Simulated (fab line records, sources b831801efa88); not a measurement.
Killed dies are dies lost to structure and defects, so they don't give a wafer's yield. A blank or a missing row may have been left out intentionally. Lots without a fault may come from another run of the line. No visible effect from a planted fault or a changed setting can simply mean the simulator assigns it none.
The tool behind it: which one? :: flow sky130 :: 12 lots with 36 wafers sampled at 5 steps, on a route of 708 steps

== WHAT THE GAUGES READ, wafer by wafer ==
SKY_PASSIVATION_THK_MEAS_03.
lot: L650
measured: day 44 01:21
on: film_metro-04
PASSIVATION_CVD_02_THK (nm): 537 537 542

lot: L651
measured: day 44 13:39
on: film_metro-04
PASSIVATION_CVD_02_THK (nm): 536 538 550

lot: L652
measured: day 44 14:37
on: film_metro-04
PASSIVATION_CVD_02_THK (nm): 538 548 547

lot: L653
measured: day 45 02:42
on: film_metro-02
PASSIVATION_CVD_02_THK (nm): 520 532 541

lot: L655
measured: day 45 07:22
on: film_metro-03
PASSIVATION_CVD_02_THK (nm): 530 542 548

lot: L654
measured: day 45 11:23
on: film_metro-03
PASSIVATION_CVD_02_THK (nm): 545 536 535

lot: L656
measured: day 45 17:55
on: film_metro-02
PASSIVATION_CVD_02_THK (nm): 535 542 543

lot: L657
measured: day 46 02:04
on: film_metro-03
PASSIVATION_CVD_02_THK (nm): 531 529 534

lot: L662
measured: day 48 00:34
on: film_metro-02
PASSIVATION_CVD_02_THK (nm): 972 978 975 971 977 975

lot: L668
measured: day 48 14:10
on: film_metro-03
PASSIVATION_CVD_02_THK (nm): 954 980 980 954 981 980

lot: L671
measured: day 49 03:33
on: film_metro-03
PASSIVATION_CVD_02_THK (nm): 541 542 545

lot: L672
measured: day 49 07:31
on: film_metro-03
PASSIVATION_CVD_02_THK (nm): 531 542 545

== WHAT TOOL EACH LOT RAN ON (gives the tool, then ch and the chambers of the sampled wafers, and finally the start) ==
lot: L650
SKY_CAPM_SPUTTER_02: pvd_sputter-03, day 36 15:55
SKY_METAL3_METAL_ETCH_18: rie_metal-02 ch 0, day 38 19:38
SKY_METAL4_ETCH_16: rie_metal-02 ch 0,1, day 42 00:40
SKY_PASSIVATION_CVD_02: pecvd-01 ch 0,1,2, day 44 01:07

lot: L651
SKY_CAPM_SPUTTER_02: pvd_sputter-03, day 37 03:02
SKY_METAL3_METAL_ETCH_18: rie_metal-04 ch 0,1, day 39 07:26
SKY_METAL4_ETCH_16: rie_metal-03 ch 0,1, day 42 12:13
SKY_PASSIVATION_CVD_02: pecvd-02 ch 1,2, day 44 13:26

lot: L652
SKY_CAPM_SPUTTER_02: pvd_sputter-03, day 37 06:48
SKY_METAL3_METAL_ETCH_18: rie_metal-04 ch 0,1, day 39 09:43
SKY_METAL4_ETCH_16: rie_metal-02 ch 0,1, day 42 13:58
SKY_PASSIVATION_CVD_02: pecvd-02 ch 1,2, day 44 14:16

lot: L653
SKY_CAPM_SPUTTER_02: pvd_sputter-03, day 37 21:05
SKY_METAL3_METAL_ETCH_18: rie_metal-02 ch 0,1, day 40 00:05
SKY_METAL4_ETCH_16: rie_metal-02 ch 0,1, day 43 02:43
SKY_PASSIVATION_CVD_02: pecvd-04 ch 0,1,2, day 45 02:28

lot: L655
SKY_CAPM_SPUTTER_02: pvd_sputter-01, day 38 02:04
SKY_METAL3_METAL_ETCH_18: rie_metal-03 ch 0,1, day 40 04:38
SKY_METAL4_ETCH_16: rie_metal-02 ch 0,1, day 43 06:42
SKY_PASSIVATION_CVD_02: pecvd-01 ch 1,2, day 45 07:07

lot: L654
SKY_CAPM_SPUTTER_02: pvd_sputter-03, day 38 05:16
SKY_METAL3_METAL_ETCH_18: rie_metal-02 ch 0,1, day 40 08:17
SKY_METAL4_ETCH_16: rie_metal-02 ch 0,1, day 43 11:36
SKY_PASSIVATION_CVD_02: pecvd-01 ch 1,2, day 45 11:08

lot: L656
SKY_CAPM_SPUTTER_02: pvd_sputter-04, day 38 15:04
SKY_METAL3_METAL_ETCH_18: rie_metal-03 ch 0,1, day 40 17:15
SKY_METAL4_ETCH_16: rie_metal-02 ch 0,1, day 43 18:05
SKY_PASSIVATION_CVD_02: pecvd-04 ch 0,2, day 45 17:31

lot: L657
SKY_CAPM_SPUTTER_02: pvd_sputter-03, day 39 01:29
SKY_METAL3_METAL_ETCH_18: rie_metal-02 ch 0,1, day 41 03:41
SKY_METAL4_ETCH_16: rie_metal-03 ch 0,1, day 44 04:01
SKY_PASSIVATION_CVD_02: pecvd-04 ch 1,2, day 46 01:49

lot: L662
SKY_CAPM_SPUTTER_02: pvd_sputter-04, day 41 07:05
SKY_METAL3_METAL_ETCH_18: rie_metal-03 ch 0,1, day 43 06:47
SKY_METAL4_ETCH_16: rie_metal-03 ch 1, day 46 04:13
SKY_PASSIVATION_CVD_02: pecvd-01 ch 0,1,2, day 48 00:20

lot: L668
SKY_CAPM_SPUTTER_02: pvd_sputter-04, day 41 23:34
SKY_METAL3_METAL_ETCH_18: rie_metal-04 ch 0,1, day 43 22:44
SKY_METAL4_ETCH_16: rie_metal-01 ch 0,1, day 46 19:16
SKY_PASSIVATION_CVD_02: pecvd-01 ch 0,1,2, day 48 13:57

lot: L671
SKY_CAPM_SPUTTER_02: pvd_sputter-03, day 42 19:20
SKY_METAL3_METAL_ETCH_18: rie_metal-02 ch 0, day 44 16:53
SKY_METAL4_ETCH_16: rie_metal-02 ch 0,1, day 47 10:43
SKY_PASSIVATION_CVD_02: pecvd-02 ch 0,1,2, day 49 03:19

lot: L672
SKY_CAPM_SPUTTER_02: pvd_sputter-04, day 42 23:43
SKY_METAL3_METAL_ETCH_18: rie_metal-04 ch 0,1, day 44 21:38
SKY_METAL4_ETCH_16: rie_metal-03 ch 0,1, day 47 14:52
SKY_PASSIVATION_CVD_02: pecvd-02 ch 0,1,2, day 49 07:17
- SKY_CAPM_SPUTTER_02: material TiN, target thk 200 nm, time 166.7 s.
- SKY_METAL3_METAL_ETCH_18: etches the open film in Cl2/BCl3, stops on SiO2, target depth 845 nm, time 183.1 s.
- SKY_METAL4_ETCH_16: etches BARC in N2/H2, stops on SiO2, time 88.2 s, target depth 60 nm.
- SKY_PASSIVATION_CVD_02: deposits Si3N4, target thk 540 nm.

== AS READ BY THE TOOLS THEMSELVES (means over the sampled wafers that have a number; for cases with no such wafer, the mark the record gives instead) ==
SKY_CAPM_SPUTTER_02.
lot: L650
tool: pvd_sputter-03
throttle_valve_pct (%): 29.7

lot: L651
tool: pvd_sputter-03
throttle_valve_pct (%): 29.6

lot: L652
tool: pvd_sputter-03
throttle_valve_pct (%): 29.5

lot: L653
tool: pvd_sputter-03
throttle_valve_pct (%): 29.7

lot: L655
tool: pvd_sputter-01
throttle_valve_pct (%): 30.3

lot: L654
tool: pvd_sputter-03
throttle_valve_pct (%): 30.1

lot: L656
tool: pvd_sputter-04
throttle_valve_pct (%): 30.0

lot: L657
tool: pvd_sputter-03
throttle_valve_pct (%): 30.2

lot: L662
tool: pvd_sputter-04
throttle_valve_pct (%): 29.1

lot: L668
tool: pvd_sputter-04
throttle_valve_pct (%): 29.9

lot: L671
tool: pvd_sputter-03
throttle_valve_pct (%): 29.5

lot: L672
tool: pvd_sputter-04
throttle_valve_pct (%): 30.2

SKY_METAL3_METAL_ETCH_18.
lot: L650
tool: rie_metal-02
drypump_motor_current_A (A): 5.6
mfc_cl2_sccm (sccm): 59.91
oes_product_au (a.u.): 0.867
throttle_valve_pct (%): 22.266

lot: L651
tool: rie_metal-04
drypump_motor_current_A (A): 5.1
mfc_cl2_sccm (sccm): 60.04
oes_product_au (a.u.): 0.865
throttle_valve_pct (%): 22.262

lot: L652
tool: rie_metal-04
drypump_motor_current_A (A): 5.2
mfc_cl2_sccm (sccm): 59.93
oes_product_au (a.u.): 0.863
throttle_valve_pct (%): 22.260

lot: L653
tool: rie_metal-02
drypump_motor_current_A (A): 5.9
mfc_cl2_sccm (sccm): 59.94
oes_product_au (a.u.): 0.860
throttle_valve_pct (%): 22.255

lot: L655
tool: rie_metal-03
drypump_motor_current_A (A): 6.3
mfc_cl2_sccm (sccm): 60.08
oes_product_au (a.u.): 0.872
throttle_valve_pct (%): 22.273

lot: L654
tool: rie_metal-02
drypump_motor_current_A (A): 5.9
mfc_cl2_sccm (sccm): 60.06
oes_product_au (a.u.): 0.868
throttle_valve_pct (%): 22.271

lot: L656
tool: rie_metal-03
drypump_motor_current_A (A): 6.3
mfc_cl2_sccm (sccm): 60.11
oes_product_au (a.u.): 0.865
throttle_valve_pct (%): 22.262

lot: L657
tool: rie_metal-02
drypump_motor_current_A (A): 5.7
mfc_cl2_sccm (sccm): 59.94
oes_product_au (a.u.): 0.872
throttle_valve_pct (%): 22.266

lot: L662
tool: rie_metal-03
drypump_motor_current_A (A): 6.0
mfc_cl2_sccm (sccm): 59.83
oes_product_au (a.u.): 0.870
throttle_valve_pct (%): 22.261

lot: L668
tool: rie_metal-04
drypump_motor_current_A (A): 5.1
mfc_cl2_sccm (sccm): 60.01
oes_product_au (a.u.): 0.866
throttle_valve_pct (%): 22.263

lot: L671
tool: rie_metal-02
drypump_motor_current_A (A): 5.6
mfc_cl2_sccm (sccm): 59.78
oes_product_au (a.u.): 0.864
throttle_valve_pct (%): 22.274

lot: L672
tool: rie_metal-04
drypump_motor_current_A (A): 5.1
mfc_cl2_sccm (sccm): 60.00
oes_product_au (a.u.): 0.865
throttle_valve_pct (%): 22.266

SKY_METAL4_ETCH_16.
lot: L650
tool: rie_metal-02
drypump_motor_current_A (A): 5.7
oes_product_au (a.u.): 0.623
throttle_valve_pct (%): 13.211

lot: L651
tool: rie_metal-03
drypump_motor_current_A (A): 6.3
oes_product_au (a.u.): 0.628
throttle_valve_pct (%): 13.207

lot: L652
tool: rie_metal-02
drypump_motor_current_A (A): 5.7
oes_product_au (a.u.): 0.620
throttle_valve_pct (%): 13.200

lot: L653
tool: rie_metal-02
drypump_motor_current_A (A): 5.7
oes_product_au (a.u.): 0.630
throttle_valve_pct (%): 13.200

lot: L655
tool: rie_metal-02
drypump_motor_current_A (A): 5.9
oes_product_au (a.u.): 0.625
throttle_valve_pct (%): 13.192

lot: L654
tool: rie_metal-02
drypump_motor_current_A (A): 5.9
oes_product_au (a.u.): 0.626
throttle_valve_pct (%): 13.207

lot: L656
tool: rie_metal-02
drypump_motor_current_A (A): 5.9
oes_product_au (a.u.): 0.627
throttle_valve_pct (%): 13.204

lot: L657
tool: rie_metal-03
drypump_motor_current_A (A): 6.0
oes_product_au (a.u.): 0.621
throttle_valve_pct (%): 13.209

lot: L662
tool: rie_metal-03
drypump_motor_current_A (A): 6.7
oes_product_au (a.u.): 0.622
throttle_valve_pct (%): 13.202

lot: L668
tool: rie_metal-01
drypump_motor_current_A (A): 6.1
oes_product_au (a.u.): 0.632
throttle_valve_pct (%): 13.207

lot: L671
tool: rie_metal-02
drypump_motor_current_A (A): 5.7
oes_product_au (a.u.): 0.621
throttle_valve_pct (%): 13.203

lot: L672
tool: rie_metal-03
drypump_motor_current_A (A): 6.0
oes_product_au (a.u.): 0.624
throttle_valve_pct (%): 13.200

SKY_PASSIVATION_CVD_02.
lot: L650
tool: pecvd-01
heater_power_w (W): 768

lot: L651
tool: pecvd-02
heater_power_w (W): 681

lot: L652
tool: pecvd-02
heater_power_w (W): 666

lot: L653
tool: pecvd-04
heater_power_w (W): 627

lot: L655
tool: pecvd-01
heater_power_w (W): 648

lot: L654
tool: pecvd-01
heater_power_w (W): 582

lot: L656
tool: pecvd-04
heater_power_w (W): 587

lot: L657
tool: pecvd-04
heater_power_w (W): 636

lot: L662
tool: pecvd-01
heater_power_w (W): 776

lot: L668
tool: pecvd-01
heater_power_w (W): 740

lot: L671
tool: pecvd-02
heater_power_w (W): 614

lot: L672
tool: pecvd-02
heater_power_w (W): 695

== THE ANSWER, worked out from the rows above alone ==
Rule: what is usual is taken from the lots themselves. Put in order of their means at a reading, lots are off if they are a third of the lots or fewer, leave a main group of 4 or more, and stand apart from it by a gap of 3 or more times the standard deviation of the main group's means; of several such gaps the widest counts. If all means in a main group match to the digits the tables above print for the reading, that group is not used. Also off: a lot with no number at a reading for which 4 or more lots have one. Any other lot the step has rows for is counted as sound. The gauges are gone through in route order, then the tools' own readings, and for those a lot's mean is taken as printed above. The first step at which some lot is off is used, and at that step the reading that is off furthest; a lot without a number counts as furthest.
Off: L662, L668, seen at SKY_PASSIVATION_THK_MEAS_03 (PASSIVATION_CVD_02_THK). Mean 539 nm and standard deviation 4.1 in the main group.
A tool fits if, at a process step before that reading, it ran every lot that is off, and no sound lot after the first of them. The gauges at SKY_PASSIVATION_THK_MEAS_03 are tried like those tools. One candidate fits, namely pecvd-01 at SKY_PASSIVATION_CVD_02. A fault onset in the window from L654 (day 45 11:08, its last sound lot) to L662 (day 48 00:20, its first lot off) fits.

== WHAT THE SIMULATOR PUT IN ==
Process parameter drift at SKY_PASSIVATION_CVD_02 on pecvd-01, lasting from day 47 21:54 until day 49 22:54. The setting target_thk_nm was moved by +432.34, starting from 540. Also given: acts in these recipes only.
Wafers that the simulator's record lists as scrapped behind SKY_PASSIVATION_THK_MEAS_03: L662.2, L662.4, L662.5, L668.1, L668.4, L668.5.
Struck lots among those shown: L662, L668. The same result came from the rule above.
